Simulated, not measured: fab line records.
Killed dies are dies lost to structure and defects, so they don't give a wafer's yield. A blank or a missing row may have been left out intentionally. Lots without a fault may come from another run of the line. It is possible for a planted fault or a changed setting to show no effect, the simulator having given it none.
fab line records    flow sky130
record: lots: 13  wafers: 39  last_day: 50
route steps=708 shown VT_ADJUST_HVTR@138 SONOS_TUNNEL@161 SONOS_ONO@171 GATE_OXIDE@192 PAD_OPEN@708
lots untouched by any fault: they come from a run of this same line in which no faults occurred
start_h: the number of hours between the record's first day and the start of the first shown wafer of the lot    wait_h: time in hours since the lot's previous step    " the same as in the row above    L1.1+2: one row covering several wafers at once    - no value present, or no start provided    * or withheld: withheld    < > ~ a bound
route shown NAME@n: names a module that has steps shown in the file, with the first one's number in the route    usual: mean/standard deviation taken from wafers without a fault    same: alike in all rows    chamber/n: place in a boat    sites: the reading at each site    _std_site: standard deviation of those values    _edge_site: inner sites' mean taken away from outer sites' mean    radius_mm: for every site, how far away it sits from the centre of the wafer    mask NAME#n: copy n    behind: the tool/chamber that last shaped the wafer    hold: why the lot was held/for how many hours/how that ended    device: transistor that didn't switch, given as n, p or np    end of line: the same wafers' tests at the end of the route    a step without rows: its recipe alone    killed: count of dies lost to structure and defects at first sort (not the wafer's yield)    map: per-die view of a wafer (x killed, . not killed, _ where there is no die)
set.NAME: the setting the step ran with; set.NAME@STEP: the setting that earlier step ran with    model.NAME: the simulator's own value behind a step, which no gauge read
steps of the route over a sample of lots; a table a step, a row a wafer
services: the hour from which a tool's chamber was out of use, counted from the record's first day as start_h (under 0 if before that day), plus the number of hours and why
== steps ==
step: SKY_VT_ADJUST_HVTR_CD_MEAS_07
recipe: target_cd_nm: 380
usual: cd_nm: 379.8/2.3
lot.wafer  tool       chamber  start_h  wait_h  cd_nm
L904.1     cd_sem-01  -        225.23   0.1     377.6
L904.2     "          -        "        "       375.4
L904.6     "          -        "        "       377.6
L905.1     cd_sem-02  -        237.58   0.1     378.0
L905.4     "          -        "        "       379.3
L905.6     "          -        "        "       374.4
L906.4     cd_sem-01  -        243.14   0.1     381.0
L906.5     "          -        "        "       381.0
L906.6     "          -        "        "       382.4
L908.2     cd_sem-01  -        256.53   0.1     382.9
L908.4     "          -        "        "       383.8
L908.6     "          -        "        "       382.7
L909.2     cd_sem-01  -        273.68   0.1     380.8
L909.4     "          -        "        "       379.6
L909.5     "          -        "        "       382.1
L911.1     cd_sem-02  -        276.43   0.1     380.3
L911.5     "          -        "        "       380.1
L911.6     "          -        "        "       376.2
L910.3     cd_sem-02  -        277.00   0.1     379.5
L910.5     "          -        "        "       380.3
L910.6     "          -        "        "       379.6
L913.2     cd_sem-02  -        289.15   0.1     382.2
L913.3     "          -        "        "       380.9
L913.5     "          -        "        "       383.0
L914.2     cd_sem-01  -        298.98   0.1     376.5
L914.3     "          -        "        "       378.1
L914.4     "          -        "        "       378.5
L916.1     cd_sem-02  -        301.18   0.1     383.5
L916.4     "          -        "        "       382.0
L916.6     "          -        "        "       381.6
L922.1     cd_sem-01  -        351.80   0.2     384.2
L922.2     "          -        "        "       381.2
L922.4     "          -        "        "       381.0
L924.2     cd_sem-01  -        358.80   0.1     378.8
L924.3     "          -        "        "       376.9
L924.5     "          -        "        "       377.3
L926.1     cd_sem-01  -        374.26   0.1     377.5
L926.4     "          -        "        "       377.5
L926.5     "          -        "        "       379.2
step: SKY_SONOS_TUNNEL_CD_MEAS_07
recipe: target_cd_nm: 410
usual: cd_nm: 410.0/2.5
lot.wafer  tool       chamber  start_h  wait_h  cd_nm
L904.1     cd_sem-01  -        273.13   0.1     410.8
L904.2     "          -        "        "       412.3
L904.6     "          -        "        "       413.5
L905.1     cd_sem-01  -        287.06   0.1     410.6
L905.4     "          -        "        "       412.0
L905.6     "          -        "        "       411.3
L906.4     cd_sem-02  -        292.28   0.1     407.8
L906.5     "          -        "        "       409.6
L906.6     "          -        "        "       409.0
L908.2     cd_sem-01  -        306.49   0.1     409.2
L908.4     "          -        "        "       410.8
L908.6     "          -        "        "       409.1
L909.2     cd_sem-01  -        323.39   0.1     407.9
L909.4     "          -        "        "       408.4
L909.5     "          -        "        "       408.4
L911.1     cd_sem-01  -        327.87   0.1     414.6
L911.5     "          -        "        "       416.1
L911.6     "          -        "        "       415.3
L910.3     cd_sem-02  -        328.12   0.1     408.7
L910.5     "          -        "        "       411.2
L910.6     "          -        "        "       411.1
L913.2     cd_sem-02  -        340.14   0.1     409.2
L913.3     "          -        "        "       409.6
L913.5     "          -        "        "       409.7
L914.2     cd_sem-01  -        350.09   0.1     414.2
L914.3     "          -        "        "       413.7
L914.4     "          -        "        "       414.0
L916.1     cd_sem-01  -        352.01   0.1     408.2
L916.4     "          -        "        "       408.5
L916.6     "          -        "        "       409.7
L922.1     cd_sem-01  -        408.98   0.1     408.6
L922.2     "          -        "        "       409.0
L922.4     "          -        "        "       410.3
L924.2     cd_sem-01  -        416.70   0.1     407.2
L924.3     "          -        "        "       406.6
L924.5     "          -        "        "       409.7
L926.1     cd_sem-01  -        433.67   0.1     410.4
L926.4     "          -        "        "       412.9
L926.5     "          -        "        "       412.9
step: SKY_SONOS_ONO_THK_MEAS_03
recipe: reads: Si3N4_of_SONOS_ONO_CVD_02
usual: SONOS_ONO_CVD_02_THK: 10.48/0.14
lot.wafer  tool           chamber  start_h  wait_h  SONOS_ONO_CVD_02_THK[nm]
L904.1     film_metro-03  -        276.67   0.0     10.38
L904.2     "              -        "        "       10.40
L904.6     "              -        "        "       10.49
L905.1     film_metro-01  -        290.98   0.0     10.85
L905.4     "              -        "        "       10.68
L905.6     "              -        "        "       10.74
L906.4     film_metro-01  -        297.11   0.0     10.54
L906.5     "              -        "        "       10.67
L906.6     "              -        "        "       10.53
L908.2     film_metro-02  -        312.32   0.0     10.45
L908.4     "              -        "        "       10.47
L908.6     "              -        "        "       10.37
L909.2     film_metro-01  -        327.70   0.0     10.45
L909.4     "              -        "        "       10.40
L909.5     "              -        "        "       10.51
L911.1     film_metro-02  -        331.99   0.0     10.51
L911.5     "              -        "        "       10.56
L911.6     "              -        "        "       10.54
L910.3     film_metro-03  -        332.01   0.0     10.30
L910.5     "              -        "        "       10.26
L910.6     "              -        "        "       10.28
L913.2     film_metro-03  -        344.80   0.0     10.37
L913.3     "              -        "        "       10.30
L913.5     "              -        "        "       10.27
L916.1     film_metro-02  -        355.67   0.0     10.66
L916.4     "              -        "        "       10.68
L916.6     "              -        "        "       10.74
L914.2     film_metro-03  -        355.68   0.0     10.26
L914.3     "              -        "        "       10.30
L914.4     "              -        "        "       10.35
L922.1     film_metro-01  -        412.59   0.0     10.54
L922.2     "              -        "        "       10.58
L922.4     "              -        "        "       10.54
L924.2     film_metro-03  -        426.27   0.0     10.40
L924.3     "              -        "        "       10.45
L924.5     "              -        "        "       10.54
L926.1     film_metro-02  -        436.77   0.0     10.39
L926.4     "              -        "        "       10.36
L926.5     "              -        "        "       10.45
step: SKY_GATE_OXIDE_COAT_05
recipe: resist: NOVOLAK  spin_rpm: 3000  resist_thk_nm: 1140
lot.wafer   tool            chamber  start_h  wait_h
L904.1+2+6  litho_track-01  0        318.73   0.1
L905.1+4+6  litho_track-03  0        331.36   0.1
L906.4+5+6  litho_track-04  0        337.38   0.1
L908.2+4+6  litho_track-03  0        353.73   0.1
L909.2+4+5  litho_track-01  0        370.86   0.1
L911.1+5+6  litho_track-01  0        375.23   0.1
L910.3+5+6  litho_track-03  0        376.21   0.1
L913.2+3+5  litho_track-04  0        392.18   0.1
L916.1+4+6  litho_track-03  0        401.01   0.1
L914.2+3+4  litho_track-01  0        401.06   0.1
L922.1+2+4  litho_track-04  0        462.11   0.1
L924.2+3+5  litho_track-04  0        475.08   0.1
L926.1+4+5  litho_track-03  0        489.06   0.1
step: SKY_GATE_OXIDE_STRIP_13
recipe: chemistry: O2/N2  power_w: 1400  pressure_mtorr: 1500  platen_temp_c: withheld  o2_flow_sccm: 3000  n2_flow_sccm: 300  overash_fraction: 0.5
usual: drypump_motor_current_A: 5.8/0.39  n2_flow_sccm: 300.0/0.84  oes_product_au: 0.716/0.0048  strip_time_to_endpoint_s: 14.18/0.041
lot.wafer  tool             chamber  start_h  wait_h  drypump_motor_current_A  n2_flow_sccm  oes_product_au  rf_hours_counter_h  strip_time_to_endpoint_s
L904.1     plasma_asher-02  0        331.12   0.0     5.6                      300.5         0.710           61                  14.17
L904.2     "                1        "        "       5.6                      300.0         0.718           61                  14.14
L904.6     "                1        "        "       5.6                      300.7         0.721           -                   14.15
L905.1     plasma_asher-02  1        344.95   0.0     5.6                      301.4         0.710           63                  14.25
L905.4     "                0        "        "       5.5                      300.9         0.722           -                   14.26
L905.6     "                1        "        "       5.6                      300.8         0.720           -                   14.24
L906.4     plasma_asher-03  0        351.43   0.0     6.5                      299.6         0.714           -                   14.15
L906.5     "                0        "        "       6.5                      300.8         0.718           -                   14.15
L906.6     "                1        "        "       6.1                      298.9         0.716           -                   14.13
L908.2     plasma_asher-04  1        368.07   0.0     5.3                      300.4         0.714           69                  14.15
L908.4     "                1        "        "       5.4                      300.1         0.714           -                   14.17
L908.6     "                1        "        "       5.4                      299.8         0.721           -                   14.16
L909.2     plasma_asher-04  1        385.57   0.0     5.3                      300.2         0.709           70                  14.20
L909.4     "                0        "        "       6.1                      300.8         0.711           -                   14.22
L909.5     "                0        "        "       6.0                      299.5         0.710           -                   14.23
L911.1     plasma_asher-03  1        390.45   0.0     6.1                      299.7         0.723           59                  14.25
L911.5     "                0        "        "       6.5                      299.9         0.717           -                   14.25
L911.6     "                1        "        "       6.1                      300.4         0.711           -                   14.24
L910.3     plasma_asher-04  1        391.39   0.0     5.3                      299.3         0.707           -                   14.11
L910.5     "                1        "        "       5.3                      300.0         0.721           -                   14.14
L910.6     "                0        "        "       6.1                      298.5         0.713           -                   14.15
L913.2     plasma_asher-03  1        406.03   0.0     6.1                      299.1         0.713           61                  14.19
L913.3     "                0        "        "       6.5                      301.5         0.710           -                   14.20
L913.5     "                1        "        "       6.1                      299.4         0.723           -                   14.18
L916.1     plasma_asher-03  1        416.50   0.0     6.0                      300.4         0.707           62                  14.12
L916.4     "                1        "        "       6.0                      299.7         0.711           -                   14.09
L916.6     "                0        "        "       6.5                      300.2         0.718           -                   14.16
L914.2     plasma_asher-04  1        416.67   0.0     5.3                      299.9         0.710           73                  14.21
L914.3     "                1        "        "       5.3                      299.5         0.717           -                   14.18
L914.4     "                0        "        "       6.0                      300.0         0.716           -                   14.23
L922.1     plasma_asher-03  1        477.40   0.0     6.0                      298.4         0.706           68                  13.80
L922.2     "                0        "        "       6.4                      298.7         0.714           68                  13.78
L922.4     "                0        "        "       6.5                      300.4         0.718           -                   13.79
L924.2     plasma_asher-03  0        491.89   0.0     6.5                      300.7         0.712           69                  13.75
L924.3     "                1        "        "       6.1                      300.3         0.720           -                   13.74
L924.5     "                1        "        "       6.1                      301.2         0.712           -                   13.76
L926.1     plasma_asher-04  0        503.40   0.0     6.0                      300.1         0.715           82                  14.23
L926.4     "                1        "        "       5.3                      300.2         0.710           -                   14.22
L926.5     "                1        "        "       5.3                      299.3         0.714           -                   14.23
step: SKY_PAD_OPEN_PROBE_99
usual: killed_at_M0_to_M3: 44/6.8  killed_at_M4_up: 3.1/1.8  killed_at_contacts: 25/5.2  killed_at_front_end: 15/4.1  killed_at_other: 0.3/0.62  killed_dies: 88/9.4  killed_open: 48/7.1  killed_short: 40/6.1
same: gross_dies: 492  killed_at_back_side: 0
lot.wafer  tool       chamber  start_h  wait_h  killed_at_M0_to_M3  killed_at_M4_up  killed_at_contacts  killed_at_front_end  killed_at_other  killed_dies  killed_open  killed_short
L904.1     prober-01  -        1090.38  0.1     36                  2                28                  11                   1                78           38           40
L904.2     prober-01  -        1090.43  0.1     38                  5                26                  13                   0                82           43           38
L904.6     prober-01  -        1090.63  0.2     49                  2                24                  11                   0                86           55           31
L905.1     prober-02  -        1103.18  0.1     49                  0                24                  20                   0                93           49           44
L905.4     prober-02  -        1103.33  0.2     49                  2                31                  16                   1                99           61           38
L905.6     prober-02  -        1103.43  0.2     44                  2                25                  15                   1                87           56           30
L906.4     prober-01  -        1104.83  0.2     48                  4                23                  9                    0                84           47           37
L906.5     prober-01  -        1104.88  0.2     28                  2                22                  17                   0                69           41           28
L906.6     prober-01  -        1104.93  0.2     39                  5                25                  14                   0                83           43           40
L908.2     prober-01  -        1116.85  0.1     40                  6                26                  17                   1                90           43           47
L908.4     prober-01  -        1116.95  0.2     36                  3                25                  14                   0                78           41           37
L908.6     prober-01  -        1117.05  0.2     42                  3                27                  13                   0                85           44           41
L909.2     prober-02  -        1130.88  0.1     46                  4                29                  17                   0                96           51           45
L909.4     prober-02  -        1130.98  0.2     53                  3                25                  11                   1                93           57           36
L909.5     prober-02  -        1131.03  0.2     45                  3                33                  13                   0                94           57           37
L911.1     prober-01  -        1132.33  0.1     52                  2                30                  22                   0                106          57           49
L911.5     prober-01  -        1132.53  0.2     43                  5                27                  18                   1                94           49           45
L911.6     prober-01  -        1132.58  0.2     50                  6                21                  12                   0                89           47           42
L910.3     prober-02  -        1134.34  0.2     39                  1                30                  12                   0                82           46           36
L910.5     prober-02  -        1134.44  0.2     44                  2                27                  13                   0                86           50           36
L910.6     prober-02  -        1134.49  0.2     58                  4                32                  16                   0                110          72           38
L913.2     prober-02  -        1146.65  0.1     42                  1                22                  17                   0                82           51           31
L913.3     prober-02  -        1146.70  0.2     36                  2                20                  10                   0                68           39           29
L913.5     prober-02  -        1146.80  0.2     45                  2                20                  12                   0                79           37           42
L916.1     prober-02  -        1152.55  0.1     48                  2                26                  14                   0                90           54           36
L916.4     prober-02  -        1152.70  0.2     52                  3                29                  12                   0                96           49           47
L916.6     prober-02  -        1152.80  0.2     35                  2                23                  10                   0                70           42           27
L914.2     prober-01  -        1153.18  0.1     42                  6                20                  16                   0                84           41           43
L914.3     prober-01  -        1153.23  0.2     42                  2                32                  19                   0                95           50           43
L914.4     prober-01  -        1153.28  0.2     43                  4                22                  13                   0                82           45           37
L922.1     prober-02  -        1185.98  0.1     35                  3                30                  14                   0                82           39           43
L922.2     prober-02  -        1186.03  0.1     38                  1                22                  13                   0                74           40           33
L922.4     prober-02  -        1186.13  0.2     47                  6                22                  21                   0                96           52           43
L924.2     prober-01  -        1192.05  0.1     36                  2                25                  21                   2                86           46           39
L924.3     prober-01  -        1192.10  0.2     42                  2                26                  18                   3                91           52           38
L924.5     prober-01  -        1192.20  0.2     36                  4                26                  16                   0                82           47           35
L926.1     prober-02  -        1197.90  0.1     31                  2                35                  16                   0                84           54           30
L926.4     prober-02  -        1198.05  0.2     47                  4                32                  15                   0                98           53           45
L926.5     prober-02  -        1198.10  0.2     46                  6                21                  20                   0                93           53           39
killed by level:class
L904.1 CONTACT:geometric_particle:open=12 CONTACT:geometric_particle:short=6 VIA1:geometric_particle:open=6 METAL1:geometric_particle:short=5 LI_CONTACT:geometric_particle:open=5 LOCAL_INTERCONNECT:geometric_particle:short=4 VIA1:geometric_particle:short=4 METAL2:geometric_particle:short=4
L904.2 VIA2:geometric_particle:open=9 CONTACT:geometric_particle:open=7 LI_CONTACT:geometric_particle:open=6 VIA1:geometric_particle:open=6 CONTACT:geometric_particle:short=5 METAL1:geometric_particle:short=5 VIA3:geometric_particle:open=5 METAL4:geometric_particle:short=5
L904.6 VIA1:geometric_particle:open=14 CONTACT:geometric_particle:open=12 VIA2:geometric_particle:open=8 VIA3:geometric_particle:open=7 VIA1:geometric_particle:short=6 LI_CONTACT:geometric_particle:open=5 FIELD_ISO:geometric_particle:short=4 LI_CONTACT:geometric_particle:short=4
L905.1 POLY_GATE:geometric_particle:open=9 VIA1:geometric_particle:open=9 CONTACT:geometric_particle:open=9 METAL2:geometric_particle:short=9 LI_CONTACT:geometric_particle:open=6 METAL1:geometric_particle:short=6 CONTACT:geometric_particle:short=5 VIA1:geometric_particle:short=5
L905.4 VIA1:geometric_particle:open=14 CONTACT:geometric_particle:open=13 CONTACT:geometric_particle:short=7 VIA1:geometric_particle:short=7 LI_CONTACT:geometric_particle:open=6 METAL1:geometric_particle:short=6 VIA3:geometric_particle:open=6 VIA2:geometric_particle:open=6
L905.6 VIA1:geometric_particle:open=13 CONTACT:geometric_particle:open=9 LI_CONTACT:geometric_particle:open=8 METAL1:geometric_particle:short=6 VIA1:geometric_particle:short=6 VIA2:geometric_particle:open=6 FIELD_ISO:geometric_particle:open=5 POLY_GATE:geometric_particle:short=5
L906.4 VIA1:geometric_particle:open=13 CONTACT:geometric_particle:open=10 VIA1:geometric_particle:short=8 VIA2:geometric_particle:open=8 POLY_GATE:geometric_particle:open=5 METAL1:geometric_particle:short=5 LOCAL_INTERCONNECT:geometric_particle:short=4 CONTACT:geometric_particle:short=4
L906.5 CONTACT:geometric_particle:open=9 VIA1:geometric_particle:open=8 FIELD_ISO:geometric_particle:open=7 LI_CONTACT:geometric_particle:open=5 FIELD_ISO:geometric_particle:short=4 LOCAL_INTERCONNECT:geometric_particle:short=4 METAL2:geometric_particle:short=4 VIA3:geometric_particle:open=4
L906.6 VIA1:geometric_particle:open=9 METAL1:geometric_particle:short=8 LI_CONTACT:geometric_particle:open=7 CONTACT:geometric_particle:open=7 VIA2:geometric_particle:open=5 FIELD_ISO:geometric_particle:short=4 POLY_GATE:geometric_particle:open=4 LOCAL_INTERCONNECT:geometric_particle:short=4
L908.2 METAL1:geometric_particle:short=12 LI_CONTACT:geometric_particle:open=8 VIA1:geometric_particle:open=7 FIELD_ISO:geometric_particle:open=6 CONTACT:geometric_particle:open=6 VIA3:geometric_particle:open=5 LI_CONTACT:geometric_particle:short=4 CONTACT:geometric_particle:short=4
L908.4 LI_CONTACT:geometric_particle:open=13 VIA1:geometric_particle:open=7 FIELD_ISO:geometric_particle:open=6 VIA1:geometric_particle:short=6 FIELD_ISO:geometric_particle:short=5 VIA2:geometric_particle:open=5 METAL1:geometric_particle:short=4 LI_CONTACT:geometric_particle:short=3
L908.6 VIA1:geometric_particle:open=9 VIA1:geometric_particle:short=9 CONTACT:geometric_particle:open=8 LI_CONTACT:geometric_particle:open=7 FIELD_ISO:geometric_particle:short=6 CONTACT:geometric_particle:short=6 VIA2:geometric_particle:open=5 LOCAL_INTERCONNECT:geometric_particle:short=4
L909.2 VIA1:geometric_particle:open=10 CONTACT:geometric_particle:short=9 CONTACT:geometric_particle:open=7 FIELD_ISO:geometric_particle:open=6 LI_CONTACT:geometric_particle:short=6 METAL1:geometric_particle:short=6 METAL2:geometric_particle:short=6 VIA2:geometric_particle:open=5
L909.4 VIA1:geometric_particle:open=15 CONTACT:geometric_particle:open=12 LI_CONTACT:geometric_particle:open=8 VIA2:geometric_particle:open=8 VIA1:geometric_particle:short=6 METAL2:geometric_particle:short=6 VIA3:geometric_particle:open=5 FIELD_ISO:geometric_particle:short=4
L909.5 VIA1:geometric_particle:open=17 CONTACT:geometric_particle:open=12 LI_CONTACT:geometric_particle:open=9 LOCAL_INTERCONNECT:geometric_particle:short=6 VIA1:geometric_particle:short=6 POLY_GATE:geometric_particle:open=5 VIA2:geometric_particle:open=5 METAL2:geometric_particle:short=3
L911.1 CONTACT:geometric_particle:open=15 VIA1:geometric_particle:open=10 VIA3:geometric_particle:open=10 VIA2:geometric_particle:open=8 FIELD_ISO:geometric_particle:short=7 METAL2:geometric_particle:short=7 CONTACT:geometric_particle:short=6 VIA1:geometric_particle:short=6
L911.5 CONTACT:geometric_particle:open=12 VIA1:geometric_particle:open=12 FIELD_ISO:geometric_particle:short=8 METAL1:geometric_particle:short=7 VIA3:geometric_particle:open=7 LOCAL_INTERCONNECT:geometric_particle:short=5 CONTACT:geometric_particle:short=5 POLY_GATE:geometric_particle:open=4
L911.6 VIA1:geometric_particle:open=12 CONTACT:geometric_particle:open=7 METAL2:geometric_particle:short=7 VIA3:geometric_particle:open=6 LI_CONTACT:geometric_particle:open=5 VIA1:geometric_particle:short=5 METAL3:geometric_particle:short=5 METAL4:geometric_particle:short=5
L910.3 VIA1:geometric_particle:open=10 CONTACT:geometric_particle:short=9 VIA2:geometric_particle:open=8 LOCAL_INTERCONNECT:geometric_particle:short=6 VIA3:geometric_particle:open=6 CONTACT:geometric_particle:open=5 LI_CONTACT:geometric_particle:open=4 METAL2:geometric_particle:short=4
L910.5 CONTACT:geometric_particle:open=9 LI_CONTACT:geometric_particle:open=8 VIA2:geometric_particle:open=8 VIA1:geometric_particle:open=7 VIA3:geometric_particle:short=6 VIA3:geometric_particle:open=6 METAL3:geometric_particle:short=4 CONTACT:geometric_particle:short=4
L910.6 VIA1:geometric_particle:open=19 VIA3:geometric_particle:open=14 LI_CONTACT:geometric_particle:open=9 CONTACT:geometric_particle:open=9 VIA2:geometric_particle:open=7 POLY_GATE:geometric_particle:open=6 LI_CONTACT:geometric_particle:short=5 CONTACT:geometric_particle:short=5
L913.2 VIA1:geometric_particle:open=13 CONTACT:geometric_particle:open=8 FIELD_ISO:geometric_particle:short=6 LI_CONTACT:geometric_particle:open=6 METAL1:geometric_particle:short=6 VIA2:geometric_particle:open=6 VIA3:geometric_particle:open=6 FIELD_ISO:geometric_particle:open=5
L913.3 VIA1:geometric_particle:open=11 CONTACT:geometric_particle:open=6 VIA3:geometric_particle:open=6 LOCAL_INTERCONNECT:geometric_particle:short=5 VIA2:geometric_particle:open=5 VIA3:geometric_particle:short=4 LI_CONTACT:geometric_particle:open=3 CONTACT:geometric_particle:short=3
L913.5 VIA1:geometric_particle:open=9 METAL1:geometric_particle:short=7 VIA1:geometric_particle:short=6 CONTACT:geometric_particle:open=6 CONTACT:geometric_particle:short=6 VIA3:geometric_particle:open=6 METAL2:geometric_particle:short=4 VIA2:geometric_particle:open=4
L916.1 VIA1:geometric_particle:open=15 CONTACT:geometric_particle:open=10 LI_CONTACT:geometric_particle:open=8 METAL1:geometric_particle:short=7 VIA3:geometric_particle:open=7 CONTACT:geometric_particle:short=5 FIELD_ISO:geometric_particle:short=4 METAL2:geometric_particle:short=4
L916.4 CONTACT:geometric_particle:short=11 CONTACT:geometric_particle:open=10 VIA1:geometric_particle:open=10 VIA2:geometric_particle:open=10 METAL2:geometric_particle:short=6 FIELD_ISO:geometric_particle:short=5 LI_CONTACT:geometric_particle:open=5 VIA2:geometric_particle:short=5
L916.6 VIA1:geometric_particle:open=10 FIELD_ISO:geometric_particle:open=7 VIA2:geometric_particle:open=6 LI_CONTACT:geometric_particle:open=5 CONTACT:geometric_particle:open=5 LOCAL_INTERCONNECT:geometric_particle:short=4 CONTACT:geometric_particle:short=4 VIA3:geometric_particle:short=4
L914.2 VIA1:geometric_particle:open=11 METAL1:geometric_particle:short=8 FIELD_ISO:geometric_particle:open=7 CONTACT:geometric_particle:open=6 METAL4:geometric_particle:short=5 VIA2:geometric_particle:open=5 FIELD_ISO:geometric_particle:short=4 LI_CONTACT:geometric_particle:short=4
L914.3 VIA1:geometric_particle:open=15 LI_CONTACT:geometric_particle:open=10 CONTACT:geometric_particle:open=8 VIA1:geometric_particle:short=7 POLY_GATE:geometric_particle:short=6 LOCAL_INTERCONNECT:geometric_particle:short=6 CONTACT:geometric_particle:short=5 FIELD_ISO:geometric_particle:open=4
L914.4 CONTACT:geometric_particle:open=12 VIA1:geometric_particle:open=12 VIA2:geometric_particle:open=8 FIELD_ISO:geometric_particle:short=4 VIA2:geometric_particle:short=4 LOCAL_INTERCONNECT:geometric_particle:short=4 METAL1:geometric_particle:short=4 VIA1:geometric_particle:short=4
L922.1 CONTACT:geometric_particle:open=13 VIA3:geometric_particle:open=11 LOCAL_INTERCONNECT:geometric_particle:short=7 POLY_GATE:geometric_particle:short=6 METAL1:geometric_particle:short=5 FIELD_ISO:geometric_particle:open=4 LI_CONTACT:geometric_particle:short=4 METAL2:geometric_particle:short=4
L922.2 LI_CONTACT:geometric_particle:open=9 VIA2:geometric_particle:open=7 VIA1:geometric_particle:open=6 CONTACT:geometric_particle:short=5 CONTACT:geometric_particle:open=5 METAL1:geometric_particle:short=5 VIA3:geometric_particle:open=4 FIELD_ISO:geometric_particle:short=3
L922.4 VIA3:geometric_particle:open=13 VIA1:geometric_particle:open=8 FIELD_ISO:geometric_particle:open=7 VIA1:geometric_particle:short=7 POLY_GATE:geometric_particle:open=6 CONTACT:geometric_particle:short=5 CONTACT:geometric_particle:open=5 METAL2:geometric_particle:short=5
L924.2 CONTACT:geometric_particle:open=12 VIA1:geometric_particle:open=8 FIELD_ISO:geometric_particle:short=6 FIELD_ISO:geometric_particle:open=6 VIA2:geometric_particle:open=6 METAL2:geometric_particle:short=5 POLY_GATE:geometric_particle:open=4 LOCAL_INTERCONNECT:geometric_particle:short=4
L924.3 VIA1:geometric_particle:open=10 FIELD_ISO:geometric_particle:open=9 CONTACT:geometric_particle:open=9 VIA2:geometric_particle:open=6 VIA3:geometric_particle:open=6 VIA3:geometric_particle:short=6 LI_CONTACT:geometric_particle:open=5 LOCAL_INTERCONNECT:geometric_particle:short=5
L924.5 VIA1:geometric_particle:open=9 CONTACT:geometric_particle:open=8 VIA2:geometric_particle:open=7 VIA1:geometric_particle:short=6 POLY_GATE:geometric_particle:open=5 LI_CONTACT:geometric_particle:open=5 LOCAL_INTERCONNECT:geometric_particle:short=5 POLY_GATE:geometric_particle:short=4
L926.1 CONTACT:geometric_particle:open=13 LI_CONTACT:geometric_particle:open=12 VIA1:geometric_particle:open=11 POLY_GATE:geometric_particle:short=5 CONTACT:geometric_particle:short=5 VIA2:geometric_particle:open=5 LOCAL_INTERCONNECT:geometric_particle:short=3 POLY_GATE:geometric_particle:open=3
L926.4 CONTACT:geometric_particle:open=16 VIA1:geometric_particle:open=15 CONTACT:geometric_particle:short=8 METAL1:geometric_particle:short=7 POLY_GATE:geometric_particle:short=5 VIA2:geometric_particle:open=5 VIA1:geometric_particle:short=5 VIA2:geometric_particle:short=5
L926.5 CONTACT:geometric_particle:open=10 VIA1:geometric_particle:open=10 VIA3:geometric_particle:open=9 POLY_GATE:geometric_particle:short=7 LI_CONTACT:geometric_particle:open=7 METAL1:geometric_particle:short=7 FIELD_ISO:geometric_particle:short=5 METAL3:geometric_particle:short=4
== services ==
tool             chamber  start_h  hours  kind
plasma_asher-02  -        421.25   9.0    pm
plasma_asher-02  0        421.25   9.0    vent_cycle
plasma_asher-02  1        421.25   9.0    vent_cycle
plasma_asher-04  -        423.73   0.3    repair
plasma_asher-02  0        430.25   -      clean
plasma_asher-02  1        430.25   -      clean
plasma_asher-03  -        465.74   1.2    repair
== key ==
first_sign: step: SKY_GATE_OXIDE_STRIP_13  reading: strip_time_to_endpoint_s  direction: down  sigmas: 9.8  usual: *  struck: *
effect none on later readings
met_at SKY_GATE_OXIDE_COAT_05
struck_lots L922,L924
tester_left_out L922,L924
not_acting_at SKY_VT_ADJUST_HVTR_CD_MEAS_07,SKY_SONOS_TUNNEL_CD_MEAS_07,SKY_SONOS_ONO_THK_MEAS_03
onset_between 392.18 462.11
also_fits SKY_GATE_OXIDE_STRIP_13:plasma_asher-03
fault: kind: process_parameter_drift  tool: litho_track-04  chamber: -  onset_h: 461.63  steps: SKY_GATE_OXIDE_COAT_05  channel: resist_thk_nm  offset: -30.879  shape: step  end_h: 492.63  acts_in: these_recipes_only  stated: 1140
tester_left_out: of these lots the tester's yield and bins aren't shown, on N5 and GAA mostly nor the transistor test; their killed dies are dies lost to structure and defects alone, not to doping, threshold or leakage, so they don't give the yield
